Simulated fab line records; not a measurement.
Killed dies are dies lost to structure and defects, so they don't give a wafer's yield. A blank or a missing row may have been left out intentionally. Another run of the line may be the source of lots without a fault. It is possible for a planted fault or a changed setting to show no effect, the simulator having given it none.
fab line records || flow sky130
[record] {"lots": 7, "wafers": 21, "last_day": 51}
route steps=708 shown RES_XHIGH@341 SD_N@342
lots with no fault: from the same line, run without faults
start_h: start of the lot's first displayed wafer, in hours after the record's first day || wait_h: how many hours have passed since the lot's step before this one || " repeats the value in the row above || L1.1+2: a row that stands for several wafers || - no value, or no start given || * or withheld: withheld || < > ~ a bound
route shown NAME@n: NAME is a module with steps in the file, n the number in the route of the first one || usual: average and standard deviation across the fault-free wafers || same: alike in all rows || chamber/n: place in a boat || sites: the reading at each site || _std_site: standard deviation across them || _edge_site: the outer-site mean with the inner-site mean subtracted || radius_mm: how far each site lies from the wafer's centre || mask NAME#n: copy n || behind: the last tool/chamber to shape the wafer || hold: why the lot went on hold/how many hours it stayed there/how the hold came to an end || device: transistor that didn't switch, given as n, p or np || end of line: the tests these same wafers got at the end of their route || a step given without rows: its recipe and nothing more || killed: not the wafer's yield, but the dies lost to structure and defects at the first sort || map: the dies of a wafer, with x for killed, . for not killed, _ for no die there
set.NAME: the run value of the setting; set.NAME@STEP: its run value at that earlier step || model.NAME: the simulator's own value behind a step, which no gauge read
lots at some steps of the route; a table a step, a row a wafer
services: from which hour (start_h, from the record's first day; less than 0 if before it) a tool's chamber was out of use, for how many hours, and why
[[steps]]
[step SKY_RES_XHIGH_TW_MEAS_09]
[usual] {"RES_XHIGH_TW": "1641/8.8"}
{"lot.wafer": "L775.1", "tool": "film_metro-04", "chamber": "-", "start_h": 626.96, "wait_h": 0.1, "RES_XHIGH_TW": 1642}
{"lot.wafer": "L775.2", "tool": "film_metro-04", "chamber": "-", "start_h": 626.96, "wait_h": 0.1, "RES_XHIGH_TW": 1633}
{"lot.wafer": "L775.3", "tool": "film_metro-04", "chamber": "-", "start_h": 626.96, "wait_h": 0.1, "RES_XHIGH_TW": 1636}
{"lot.wafer": "L788.1", "tool": "film_metro-04", "chamber": "-", "start_h": 730.68, "wait_h": 0.1, "RES_XHIGH_TW": 1625}
{"lot.wafer": "L788.4", "tool": "film_metro-04", "chamber": "-", "start_h": 730.68, "wait_h": 0.1, "RES_XHIGH_TW": 1627}
{"lot.wafer": "L788.5", "tool": "film_metro-04", "chamber": "-", "start_h": 730.68, "wait_h": 0.1, "RES_XHIGH_TW": 1632}
{"lot.wafer": "L789.1", "tool": "film_metro-01", "chamber": "-", "start_h": 751.68, "wait_h": 0.1, "RES_XHIGH_TW": 1655}
{"lot.wafer": "L789.3", "tool": "film_metro-01", "chamber": "-", "start_h": 751.68, "wait_h": 0.1, "RES_XHIGH_TW": 1654}
{"lot.wafer": "L789.4", "tool": "film_metro-01", "chamber": "-", "start_h": 751.68, "wait_h": 0.1, "RES_XHIGH_TW": 1646}
{"lot.wafer": "L790.1", "tool": "film_metro-02", "chamber": "-", "start_h": 759.41, "wait_h": 0.1, "RES_XHIGH_TW": 1648}
{"lot.wafer": "L790.5", "tool": "film_metro-02", "chamber": "-", "start_h": 759.41, "wait_h": 0.1, "RES_XHIGH_TW": 1649}
{"lot.wafer": "L790.6", "tool": "film_metro-02", "chamber": "-", "start_h": 759.41, "wait_h": 0.1, "RES_XHIGH_TW": 1643}
{"lot.wafer": "L791.1", "tool": "film_metro-01", "chamber": "-", "start_h": 765.86, "wait_h": 0.1, "RES_XHIGH_TW": 1658}
{"lot.wafer": "L791.4", "tool": "film_metro-01", "chamber": "-", "start_h": 765.86, "wait_h": 0.1, "RES_XHIGH_TW": 1658}
{"lot.wafer": "L791.6", "tool": "film_metro-01", "chamber": "-", "start_h": 765.86, "wait_h": 0.1, "RES_XHIGH_TW": 1661}
{"lot.wafer": "L795.2", "tool": "film_metro-02", "chamber": "-", "start_h": 785.89, "wait_h": 0.1, "RES_XHIGH_TW": 1643}
{"lot.wafer": "L795.3", "tool": "film_metro-02", "chamber": "-", "start_h": 785.89, "wait_h": 0.1, "RES_XHIGH_TW": 1642}
{"lot.wafer": "L795.4", "tool": "film_metro-02", "chamber": "-", "start_h": 785.89, "wait_h": 0.1, "RES_XHIGH_TW": 1643}
{"lot.wafer": "L796.3", "tool": "film_metro-04", "chamber": "-", "start_h": 843.13, "wait_h": 0.1, "RES_XHIGH_TW": 1638}
{"lot.wafer": "L796.4", "tool": "film_metro-04", "chamber": "-", "start_h": 843.13, "wait_h": 0.1, "RES_XHIGH_TW": 1636}
{"lot.wafer": "L796.5", "tool": "film_metro-04", "chamber": "-", "start_h": 843.13, "wait_h": 0.1, "RES_XHIGH_TW": 1628}
[step SKY_SD_N_DEHYDRATE_00]
[recipe] {"temp_c": 200, "time_s": 60}
[step SKY_SD_N_HMDS_01]
[recipe] {"prime_time_s": 60, "prime_temp_c": 120}
[step SKY_SD_N_COAT_02]
[recipe] {"resist": "NOVOLAK", "spin_rpm": 3000, "resist_thk_nm": 1140}
[step SKY_SD_N_SOFTBAKE_03]
[recipe] {"temp_c": 90, "time_s": 60, "resist": "NOVOLAK"}
[step SKY_SD_N_EXPOSE_04]
[recipe] {"mask_id": "NSDM", "na": 0.6, "source_shape": "conventional", "sigma_outer": 0.6, "polarization": "unpolarized", "target_cd_nm": 380, "dose_mj": 141}
[step SKY_SD_N_PEB_05]
[recipe] {"temp_c": "withheld", "time_s": "*", "resist": "NOVOLAK"}
[step SKY_SD_N_DEVELOP_06]
[recipe] {"resist": "NOVOLAK", "developer": "TMAH", "develop_time_s": 60, "dev_temp_c": 23}
[step SKY_SD_N_CD_MEAS_07]
[recipe] {"target_cd_nm": 380}
[usual] {"cd_nm": "379.8/2.9"}
{"lot.wafer": "L775.1", "tool": "cd_sem-02", "chamber": "-", "start_h": 655.83, "wait_h": 0.1, "cd_nm": 378.8}
{"lot.wafer": "L775.2", "tool": "cd_sem-02", "chamber": "-", "start_h": 655.83, "wait_h": 0.1, "cd_nm": 381.1}
{"lot.wafer": "L775.3", "tool": "cd_sem-02", "chamber": "-", "start_h": 655.83, "wait_h": 0.1, "cd_nm": 379.7}
{"lot.wafer": "L788.1", "tool": "cd_sem-02", "chamber": "-", "start_h": 757.63, "wait_h": 0.1, "cd_nm": 377.2}
{"lot.wafer": "L788.4", "tool": "cd_sem-02", "chamber": "-", "start_h": 757.63, "wait_h": 0.1, "cd_nm": 377.6}
{"lot.wafer": "L788.5", "tool": "cd_sem-02", "chamber": "-", "start_h": 757.63, "wait_h": 0.1, "cd_nm": 379.3}
{"lot.wafer": "L789.1", "tool": "cd_sem-02", "chamber": "-", "start_h": 778.13, "wait_h": 0.1, "cd_nm": 382.9}
{"lot.wafer": "L789.3", "tool": "cd_sem-02", "chamber": "-", "start_h": 778.13, "wait_h": 0.1, "cd_nm": 382.6}
{"lot.wafer": "L789.4", "tool": "cd_sem-02", "chamber": "-", "start_h": 778.13, "wait_h": 0.1, "cd_nm": 384.5}
{"lot.wafer": "L790.1", "tool": "cd_sem-02", "chamber": "-", "start_h": 786.02, "wait_h": 0.1, "cd_nm": 378.6}
{"lot.wafer": "L790.5", "tool": "cd_sem-02", "chamber": "-", "start_h": 786.02, "wait_h": 0.1, "cd_nm": 380.8}
{"lot.wafer": "L790.6", "tool": "cd_sem-02", "chamber": "-", "start_h": 786.02, "wait_h": 0.1, "cd_nm": 378.3}
{"lot.wafer": "L791.1", "tool": "cd_sem-01", "chamber": "-", "start_h": 791.97, "wait_h": 0.1, "cd_nm": 373.9}
{"lot.wafer": "L791.4", "tool": "cd_sem-01", "chamber": "-", "start_h": 791.97, "wait_h": 0.1, "cd_nm": 377.0}
{"lot.wafer": "L791.6", "tool": "cd_sem-01", "chamber": "-", "start_h": 791.97, "wait_h": 0.1, "cd_nm": 375.3}
{"lot.wafer": "L795.2", "tool": "cd_sem-02", "chamber": "-", "start_h": 812.78, "wait_h": 0.1, "cd_nm": 376.8}
{"lot.wafer": "L795.3", "tool": "cd_sem-02", "chamber": "-", "start_h": 812.78, "wait_h": 0.1, "cd_nm": 375.8}
{"lot.wafer": "L795.4", "tool": "cd_sem-02", "chamber": "-", "start_h": 812.78, "wait_h": 0.1, "cd_nm": 375.9}
{"lot.wafer": "L796.3", "tool": "cd_sem-02", "chamber": "-", "start_h": 868.61, "wait_h": 0.1, "cd_nm": 383.2}
{"lot.wafer": "L796.4", "tool": "cd_sem-02", "chamber": "-", "start_h": 868.61, "wait_h": 0.1, "cd_nm": 382.4}
{"lot.wafer": "L796.5", "tool": "cd_sem-02", "chamber": "-", "start_h": 868.61, "wait_h": 0.1, "cd_nm": 381.8}
[step SKY_SD_N_OVL_MEAS_08]
[usual] {"SD_N_OVL": "0.3/1.2"}
{"lot.wafer": "L775.1", "tool": "overlay-01", "chamber": "-", "start_h": 655.95, "wait_h": 0.1, "SD_N_OVL[nm]": -0.1}
{"lot.wafer": "L775.2", "tool": "overlay-01", "chamber": "-", "start_h": 655.95, "wait_h": 0.1, "SD_N_OVL[nm]": 0.4}
{"lot.wafer": "L775.3", "tool": "overlay-01", "chamber": "-", "start_h": 655.95, "wait_h": 0.1, "SD_N_OVL[nm]": 1.1}
{"lot.wafer": "L788.1", "tool": "overlay-02", "chamber": "-", "start_h": 757.75, "wait_h": 0.1, "SD_N_OVL[nm]": 0.2}
{"lot.wafer": "L788.4", "tool": "overlay-02", "chamber": "-", "start_h": 757.75, "wait_h": 0.1, "SD_N_OVL[nm]": 1.2}
{"lot.wafer": "L788.5", "tool": "overlay-02", "chamber": "-", "start_h": 757.75, "wait_h": 0.1, "SD_N_OVL[nm]": -0.5}
{"lot.wafer": "L789.1", "tool": "overlay-02", "chamber": "-", "start_h": 778.25, "wait_h": 0.1, "SD_N_OVL[nm]": -0.2}
{"lot.wafer": "L789.3", "tool": "overlay-02", "chamber": "-", "start_h": 778.25, "wait_h": 0.1, "SD_N_OVL[nm]": 0.2}
{"lot.wafer": "L789.4", "tool": "overlay-02", "chamber": "-", "start_h": 778.25, "wait_h": 0.1, "SD_N_OVL[nm]": 1.4}
{"lot.wafer": "L790.1", "tool": "overlay-02", "chamber": "-", "start_h": 786.14, "wait_h": 0.1, "SD_N_OVL[nm]": -0.1}
{"lot.wafer": "L790.5", "tool": "overlay-02", "chamber": "-", "start_h": 786.14, "wait_h": 0.1, "SD_N_OVL[nm]": -0.3}
{"lot.wafer": "L790.6", "tool": "overlay-02", "chamber": "-", "start_h": 786.14, "wait_h": 0.1, "SD_N_OVL[nm]": 0.7}
{"lot.wafer": "L791.1", "tool": "overlay-02", "chamber": "-", "start_h": 792.09, "wait_h": 0.1, "SD_N_OVL[nm]": 0.3}
{"lot.wafer": "L791.4", "tool": "overlay-02", "chamber": "-", "start_h": 792.09, "wait_h": 0.1, "SD_N_OVL[nm]": -1.1}
{"lot.wafer": "L791.6", "tool": "overlay-02", "chamber": "-", "start_h": 792.09, "wait_h": 0.1, "SD_N_OVL[nm]": -2.6}
{"lot.wafer": "L795.2", "tool": "overlay-02", "chamber": "-", "start_h": 812.89, "wait_h": 0.1, "SD_N_OVL[nm]": -2.1}
{"lot.wafer": "L795.3", "tool": "overlay-02", "chamber": "-", "start_h": 812.89, "wait_h": 0.1, "SD_N_OVL[nm]": 1.5}
{"lot.wafer": "L795.4", "tool": "overlay-02", "chamber": "-", "start_h": 812.89, "wait_h": 0.1, "SD_N_OVL[nm]": -1.1}
{"lot.wafer": "L796.3", "tool": "overlay-01", "chamber": "-", "start_h": 868.70, "wait_h": 0.1, "SD_N_OVL[nm]": -1.7}
{"lot.wafer": "L796.4", "tool": "overlay-01", "chamber": "-", "start_h": 868.70, "wait_h": 0.1, "SD_N_OVL[nm]": -1.1}
{"lot.wafer": "L796.5", "tool": "overlay-01", "chamber": "-", "start_h": 868.70, "wait_h": 0.1, "SD_N_OVL[nm]": -0.5}
[step SKY_SD_N_IMPLANT_09]
[recipe] {"species": "As", "energy_kev": 50, "dose_cm2": 4e+15, "tilt_deg": 0}
[step SKY_SD_N_IMPLANT_10]
[recipe] {"species": "P", "energy_kev": 20, "dose_cm2": 1e+14, "tilt_deg": 0}
[step SKY_SD_N_STRIP_11]
[recipe] {"chemistry": "O2/N2", "power_w": 1400, "pressure_mtorr": 1500, "platen_temp_c": "withheld", "o2_flow_sccm": 3000, "n2_flow_sccm": 300, "overash_fraction": 0.5}
[usual] {"chamber_pressure_mTorr": "1500.0/1.4", "drypump_motor_current_A": "5.8/0.48", "n2_flow_sccm": "299.9/0.89", "oes_product_au": "0.528/0.0045", "strip_time_to_endpoint_s": "22.57/0.046"}
{"lot.wafer": "L775.1", "tool": "plasma_asher-03", "chamber": 0, "start_h": 656.29, "wait_h": 0.1, "chamber_pressure_mTorr": 1498.3, "drypump_motor_current_A": 5.5, "n2_flow_sccm": 300.2, "oes_product_au": 0.531, "rf_hours_counter_h": 91, "strip_time_to_endpoint_s": 22.57, "model.NOVOLAK_of_SD_N_COAT_02.thk_nm": 0}
{"lot.wafer": "L775.2", "tool": "plasma_asher-03", "chamber": 1, "start_h": 656.29, "wait_h": 0.1, "chamber_pressure_mTorr": 1499.9, "drypump_motor_current_A": 6.4, "n2_flow_sccm": 299.8, "oes_product_au": 0.527, "rf_hours_counter_h": 91, "strip_time_to_endpoint_s": 22.53, "model.NOVOLAK_of_SD_N_COAT_02.thk_nm": 0}
{"lot.wafer": "L775.3", "tool": "plasma_asher-03", "chamber": 0, "start_h": 656.29, "wait_h": 0.1, "chamber_pressure_mTorr": 1501.8, "drypump_motor_current_A": 5.4, "n2_flow_sccm": 300.2, "oes_product_au": 0.527, "rf_hours_counter_h": "-", "strip_time_to_endpoint_s": 22.53, "model.NOVOLAK_of_SD_N_COAT_02.thk_nm": 0}
{"lot.wafer": "L788.1", "tool": "plasma_asher-04", "chamber": 1, "start_h": 758.09, "wait_h": 0.1, "chamber_pressure_mTorr": "-", "drypump_motor_current_A": "-", "n2_flow_sccm": "-", "oes_product_au": "-", "rf_hours_counter_h": "-", "strip_time_to_endpoint_s": "-", "model.NOVOLAK_of_SD_N_COAT_02.thk_nm": 1148}
{"lot.wafer": "L788.4", "tool": "plasma_asher-04", "chamber": 1, "start_h": 758.09, "wait_h": 0.1, "chamber_pressure_mTorr": "-", "drypump_motor_current_A": "-", "n2_flow_sccm": "-", "oes_product_au": "-", "rf_hours_counter_h": "-", "strip_time_to_endpoint_s": "-", "model.NOVOLAK_of_SD_N_COAT_02.thk_nm": 1147}
{"lot.wafer": "L788.5", "tool": "plasma_asher-04", "chamber": 0, "start_h": 758.09, "wait_h": 0.1, "chamber_pressure_mTorr": "-", "drypump_motor_current_A": "-", "n2_flow_sccm": "-", "oes_product_au": "-", "rf_hours_counter_h": "-", "strip_time_to_endpoint_s": "-", "model.NOVOLAK_of_SD_N_COAT_02.thk_nm": 1150}
{"lot.wafer": "L789.1", "tool": "plasma_asher-02", "chamber": 1, "start_h": 778.59, "wait_h": 0.1, "chamber_pressure_mTorr": "-", "drypump_motor_current_A": "-", "n2_flow_sccm": "-", "oes_product_au": "-", "rf_hours_counter_h": "-", "strip_time_to_endpoint_s": "-", "model.NOVOLAK_of_SD_N_COAT_02.thk_nm": 1145}
{"lot.wafer": "L789.3", "tool": "plasma_asher-02", "chamber": 1, "start_h": 778.59, "wait_h": 0.1, "chamber_pressure_mTorr": "-", "drypump_motor_current_A": "-", "n2_flow_sccm": "-", "oes_product_au": "-", "rf_hours_counter_h": "-", "strip_time_to_endpoint_s": "-", "model.NOVOLAK_of_SD_N_COAT_02.thk_nm": 1145}
{"lot.wafer": "L789.4", "tool": "plasma_asher-02", "chamber": 0, "start_h": 778.59, "wait_h": 0.1, "chamber_pressure_mTorr": "-", "drypump_motor_current_A": "-", "n2_flow_sccm": "-", "oes_product_au": "-", "rf_hours_counter_h": "-", "strip_time_to_endpoint_s": "-", "model.NOVOLAK_of_SD_N_COAT_02.thk_nm": 1144}
{"lot.wafer": "L790.1", "tool": "plasma_asher-04", "chamber": 0, "start_h": 786.47, "wait_h": 0.1, "chamber_pressure_mTorr": "-", "drypump_motor_current_A": "-", "n2_flow_sccm": "-", "oes_product_au": "-", "rf_hours_counter_h": "-", "strip_time_to_endpoint_s": "-", "model.NOVOLAK_of_SD_N_COAT_02.thk_nm": 1144}
{"lot.wafer": "L790.5", "tool": "plasma_asher-04", "chamber": 1, "start_h": 786.47, "wait_h": 0.1, "chamber_pressure_mTorr": "-", "drypump_motor_current_A": "-", "n2_flow_sccm": "-", "oes_product_au": "-", "rf_hours_counter_h": "-", "strip_time_to_endpoint_s": "-", "model.NOVOLAK_of_SD_N_COAT_02.thk_nm": 1150}
{"lot.wafer": "L790.6", "tool": "plasma_asher-04", "chamber": 0, "start_h": 786.47, "wait_h": 0.1, "chamber_pressure_mTorr": "-", "drypump_motor_current_A": "-", "n2_flow_sccm": "-", "oes_product_au": "-", "rf_hours_counter_h": "-", "strip_time_to_endpoint_s": "-", "model.NOVOLAK_of_SD_N_COAT_02.thk_nm": 1146}
{"lot.wafer": "L791.1", "tool": "plasma_asher-02", "chamber": 0, "start_h": 792.42, "wait_h": 0.1, "chamber_pressure_mTorr": 1498.6, "drypump_motor_current_A": 6.1, "n2_flow_sccm": 298.2, "oes_product_au": 0.529, "rf_hours_counter_h": 98, "strip_time_to_endpoint_s": 22.57, "model.NOVOLAK_of_SD_N_COAT_02.thk_nm": 0}
{"lot.wafer": "L791.4", "tool": "plasma_asher-02", "chamber": 0, "start_h": 792.42, "wait_h": 0.1, "chamber_pressure_mTorr": 1498.2, "drypump_motor_current_A": 6.1, "n2_flow_sccm": 299.4, "oes_product_au": 0.528, "rf_hours_counter_h": "-", "strip_time_to_endpoint_s": 22.56, "model.NOVOLAK_of_SD_N_COAT_02.thk_nm": 0}
{"lot.wafer": "L791.6", "tool": "plasma_asher-02", "chamber": 1, "start_h": 792.42, "wait_h": 0.1, "chamber_pressure_mTorr": 1498.9, "drypump_motor_current_A": 6.2, "n2_flow_sccm": 300.5, "oes_product_au": 0.527, "rf_hours_counter_h": "-", "strip_time_to_endpoint_s": 22.62, "model.NOVOLAK_of_SD_N_COAT_02.thk_nm": 0}
{"lot.wafer": "L795.2", "tool": "plasma_asher-03", "chamber": 1, "start_h": 813.22, "wait_h": 0.1, "chamber_pressure_mTorr": 1501.1, "drypump_motor_current_A": 6.5, "n2_flow_sccm": 298.9, "oes_product_au": 0.531, "rf_hours_counter_h": 5, "strip_time_to_endpoint_s": 22.60, "model.NOVOLAK_of_SD_N_COAT_02.thk_nm": 0}
{"lot.wafer": "L795.3", "tool": "plasma_asher-03", "chamber": 0, "start_h": 813.22, "wait_h": 0.1, "chamber_pressure_mTorr": 1500.8, "drypump_motor_current_A": 5.5, "n2_flow_sccm": 300.7, "oes_product_au": 0.522, "rf_hours_counter_h": "-", "strip_time_to_endpoint_s": 22.61, "model.NOVOLAK_of_SD_N_COAT_02.thk_nm": 0}
{"lot.wafer": "L795.4", "tool": "plasma_asher-03", "chamber": 1, "start_h": 813.22, "wait_h": 0.1, "chamber_pressure_mTorr": 1501.4, "drypump_motor_current_A": 6.4, "n2_flow_sccm": 299.4, "oes_product_au": 0.522, "rf_hours_counter_h": "-", "strip_time_to_endpoint_s": 22.61, "model.NOVOLAK_of_SD_N_COAT_02.thk_nm": 0}
{"lot.wafer": "L796.3", "tool": "plasma_asher-04", "chamber": 0, "start_h": 869.05, "wait_h": 0.1, "chamber_pressure_mTorr": 1501.0, "drypump_motor_current_A": 5.1, "n2_flow_sccm": 298.5, "oes_product_au": 0.523, "rf_hours_counter_h": "-", "strip_time_to_endpoint_s": 22.55, "model.NOVOLAK_of_SD_N_COAT_02.thk_nm": 0}
{"lot.wafer": "L796.4", "tool": "plasma_asher-04", "chamber": 1, "start_h": 869.05, "wait_h": 0.1, "chamber_pressure_mTorr": 1501.3, "drypump_motor_current_A": 5.6, "n2_flow_sccm": 301.0, "oes_product_au": 0.523, "rf_hours_counter_h": "-", "strip_time_to_endpoint_s": 22.56, "model.NOVOLAK_of_SD_N_COAT_02.thk_nm": 0}
{"lot.wafer": "L796.5", "tool": "plasma_asher-04", "chamber": 1, "start_h": 869.05, "wait_h": 0.1, "chamber_pressure_mTorr": 1501.8, "drypump_motor_current_A": 5.6, "n2_flow_sccm": 299.3, "oes_product_au": 0.533, "rf_hours_counter_h": "-", "strip_time_to_endpoint_s": 22.58, "model.NOVOLAK_of_SD_N_COAT_02.thk_nm": 0}
[step SKY_SD_N_TW_MEAS_12]
[usual] {"SD_N_TW": "3990/24"}
{"lot.wafer": "L775.1", "tool": "film_metro-04", "chamber": "-", "start_h": 656.39, "wait_h": 0.1, "SD_N_TW": 4021}
{"lot.wafer": "L775.2", "tool": "film_metro-04", "chamber": "-", "start_h": 656.39, "wait_h": 0.1, "SD_N_TW": 3992}
{"lot.wafer": "L775.3", "tool": "film_metro-04", "chamber": "-", "start_h": 656.39, "wait_h": 0.1, "SD_N_TW": 3995}
{"lot.wafer": "L788.1", "tool": "film_metro-02", "chamber": "-", "start_h": 758.19, "wait_h": 0.1, "SD_N_TW": 3980}
{"lot.wafer": "L788.4", "tool": "film_metro-02", "chamber": "-", "start_h": 758.19, "wait_h": 0.1, "SD_N_TW": 3995}
{"lot.wafer": "L788.5", "tool": "film_metro-02", "chamber": "-", "start_h": 758.19, "wait_h": 0.1, "SD_N_TW": 3989}
{"lot.wafer": "L789.1", "tool": "film_metro-04", "chamber": "-", "start_h": 778.69, "wait_h": 0.1, "SD_N_TW": 3986}
{"lot.wafer": "L789.3", "tool": "film_metro-04", "chamber": "-", "start_h": 778.69, "wait_h": 0.1, "SD_N_TW": 3986}
{"lot.wafer": "L789.4", "tool": "film_metro-04", "chamber": "-", "start_h": 778.69, "wait_h": 0.1, "SD_N_TW": 3956}
{"lot.wafer": "L790.1", "tool": "film_metro-04", "chamber": "-", "start_h": 786.57, "wait_h": 0.1, "SD_N_TW": 3966}
{"lot.wafer": "L790.5", "tool": "film_metro-04", "chamber": "-", "start_h": 786.57, "wait_h": 0.1, "SD_N_TW": 3956}
{"lot.wafer": "L790.6", "tool": "film_metro-04", "chamber": "-", "start_h": 786.57, "wait_h": 0.1, "SD_N_TW": 3965}
{"lot.wafer": "L791.1", "tool": "film_metro-02", "chamber": "-", "start_h": 792.52, "wait_h": 0.1, "SD_N_TW": 3994}
{"lot.wafer": "L791.4", "tool": "film_metro-02", "chamber": "-", "start_h": 792.52, "wait_h": 0.1, "SD_N_TW": 3987}
{"lot.wafer": "L791.6", "tool": "film_metro-02", "chamber": "-", "start_h": 792.52, "wait_h": 0.1, "SD_N_TW": 3962}
{"lot.wafer": "L795.2", "tool": "film_metro-01", "chamber": "-", "start_h": 813.33, "wait_h": 0.1, "SD_N_TW": 4009}
{"lot.wafer": "L795.3", "tool": "film_metro-01", "chamber": "-", "start_h": 813.33, "wait_h": 0.1, "SD_N_TW": 3991}
{"lot.wafer": "L795.4", "tool": "film_metro-01", "chamber": "-", "start_h": 813.33, "wait_h": 0.1, "SD_N_TW": 3988}
{"lot.wafer": "L796.3", "tool": "film_metro-02", "chamber": "-", "start_h": 869.14, "wait_h": 0.1, "SD_N_TW": 3995}
{"lot.wafer": "L796.4", "tool": "film_metro-02", "chamber": "-", "start_h": 869.14, "wait_h": 0.1, "SD_N_TW": 4001}
{"lot.wafer": "L796.5", "tool": "film_metro-02", "chamber": "-", "start_h": 869.14, "wait_h": 0.1, "SD_N_TW": 3999}
[[services]]
{"tool": "plasma_asher-04", "chamber": "-", "start_h": 655.07, "hours": 10.0, "kind": "repair"}
{"tool": "plasma_asher-04", "chamber": "-", "start_h": 733.73, "hours": 3.3, "kind": "repair"}
{"tool": "plasma_asher-03", "chamber": "-", "start_h": 733.75, "hours": 9.0, "kind": "pm"}
{"tool": "plasma_asher-03", "chamber": 0, "start_h": 733.75, "hours": 9.0, "kind": "vent_cycle"}
{"tool": "plasma_asher-03", "chamber": 1, "start_h": 733.75, "hours": 9.0, "kind": "vent_cycle"}
{"tool": "plasma_asher-03", "chamber": 0, "start_h": 742.75, "hours": "-", "kind": "clean"}
{"tool": "plasma_asher-03", "chamber": 1, "start_h": 742.75, "hours": "-", "kind": "clean"}
{"tool": "plasma_asher-03", "chamber": "-", "start_h": 780.13, "hours": 10.7, "kind": "pm"}
{"tool": "plasma_asher-02", "chamber": "-", "start_h": 790.70, "hours": 1.5, "kind": "repair"}
{"tool": "plasma_asher-03", "chamber": "-", "start_h": 794.42, "hours": 5.7, "kind": "repair"}
{"tool": "plasma_asher-04", "chamber": "-", "start_h": 820.76, "hours": 11.2, "kind": "pm"}
[[key]]
[first_sign] {"step": "SKY_SD_N_STRIP_11", "reading": "tool_record", "direction": "missing"}
effect none on later readings
[model_effect] {"step": "SKY_SD_N_STRIP_11", "value": "NOVOLAK_of_SD_N_COAT_02.thk_nm", "without": 0, "struck": 1147}
met_at SKY_SD_N_STRIP_11
struck_wafers L788.1,L788.4,L788.5,L789.1,L789.3,L789.4,L790.1,L790.5,L790.6
later_rows_left_out L788.1,L788.4,L788.5,L789.1,L789.3,L789.4,L790.1,L790.5,L790.6
sort_left_out L788.1,L788.4,L788.5,L789.1,L789.3,L789.4,L790.1,L790.5,L790.6
tester_left_out L788,L789,L790
[fault] {"kind": "skipped_step_whole", "tool": "plasma_asher-02,plasma_asher-04", "chamber": "-", "onset_h": 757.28, "steps": "SKY_SD_N_STRIP_11", "scope": "struck_lots_only"}
// tester_left_out: of these lots the tester's yield and bins aren't shown, on N5 and GAA mostly nor the transistor test; their killed dies are dies lost to structure and defects alone, not to doping, threshold or leakage, so they don't give the yield
// sort_left_out: the simulated sort isn't trusted on such a fault, so these wafers' sort isn't shown, and their yield isn't known
// later_rows_left_out: the simulator's readings of these wafers behind a module that went badly wrong aren't trusted and aren't shown, but for the sort
